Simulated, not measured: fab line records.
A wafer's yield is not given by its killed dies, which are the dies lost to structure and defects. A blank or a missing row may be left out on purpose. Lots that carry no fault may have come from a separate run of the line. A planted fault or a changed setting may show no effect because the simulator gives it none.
2 desks, one fault | flow sky130 | only its own numbers are on each desk; what lay behind them is given at the end

DESK OF THE TOOL OWNER: litho track-01
The tool's own readings at SKY_LOCAL_INTERCONNECT_DEVELOP_10 (develop time 60 s): means of the sampled wafers that have a number, for each lot that ran on this tool. The brackets show how far a lot's mean lies from the usual mean; more than 4 standard deviations puts the lot out of limits, marked OUT.
Columns: A = developer temp C at SKY_LOCAL_INTERCONNECT_DEVELOP_10, usual 21.00 C
lot  | first seen here | A
L930 | day 30 16:00    | 21.07
L935 | day 32 19:00    | 21.64 (+5.8) OUT
L938 | day 33 09:00    | 21.84 (+7.7) OUT
L945 | day 36 06:00    | 21.01
L943 | day 36 08:00    | 20.93
L948 | day 36 15:00    | 21.09
L950 | day 37 02:00    | 20.99
This desk's finding: out of limits on L935, L938; first on L935, day 32 19:00 (developer temp C at SKY_LOCAL_INTERCONNECT_DEVELOP_10). Within limits: L930, L945, L943, L948, L950.

FROM THE METROLOGY DESK
What the gauges read, lot by lot, whatever tool the lot ran on: means of the sampled wafers that have a number. The brackets show how far a lot's mean lies from the usual mean; more than 4 standard deviations puts the lot out of limits, marked OUT.
Columns: A = SD_N_OVL at SKY_SD_N_OVL_MEAS_08, usual 0.2 nm; B = SD_N_RS at SKY_SD_N_RS_MEAS_16, usual 68.55 ohm/sq
lot  | first seen here | A    | B
L929 | day 27 23:15    | -1.4 | 68.55
L930 | day 28 05:47    | 0.7  | 68.49
L935 | day 30 10:08    | -0.2 | 68.64
L938 | day 31 00:11    | -0.9 | 68.71
L941 | day 32 14:22    | -0.8 | 68.52
L942 | day 32 15:40    | 1.6  | 68.41
L944 | day 33 20:49    | 0.9  | 68.44
L946 | day 33 22:00    | -0.3 | 68.41
L945 | day 33 22:34    | 1.1  | 68.65
L943 | day 34 01:14    | -0.8 | 68.54
L948 | day 34 08:40    | 0.6  | 68.38
L949 | day 34 13:43    | -0.0 | 68.56
L950 | day 34 18:52    | 2.1  | 68.65
L952 | day 35 12:51    | -0.1 | 68.50
This desk found nothing out of limits on any of the 14 lots.

ALL TOGETHER
The tool owner's desk could have raised an alarm at day 32 19:00, on L935, L938.
The metrology desk saw nothing out of limits.
The metrology desk holds a record of L935, L938, inside its limits.
All the named lots went through SKY_LOCAL_INTERCONNECT_DEVELOP_10 on litho track-01.

WHAT WAS PUT IN BY THE SIMULATOR
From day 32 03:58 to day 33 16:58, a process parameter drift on litho track-01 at SKY_LOCAL_INTERCONNECT_DEVELOP_10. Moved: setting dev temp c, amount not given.
Struck lots among those shown: L935, L938.
Delay in hours, fault start to first out-of-limits reading, by desk: the tool owner's desk at 15.
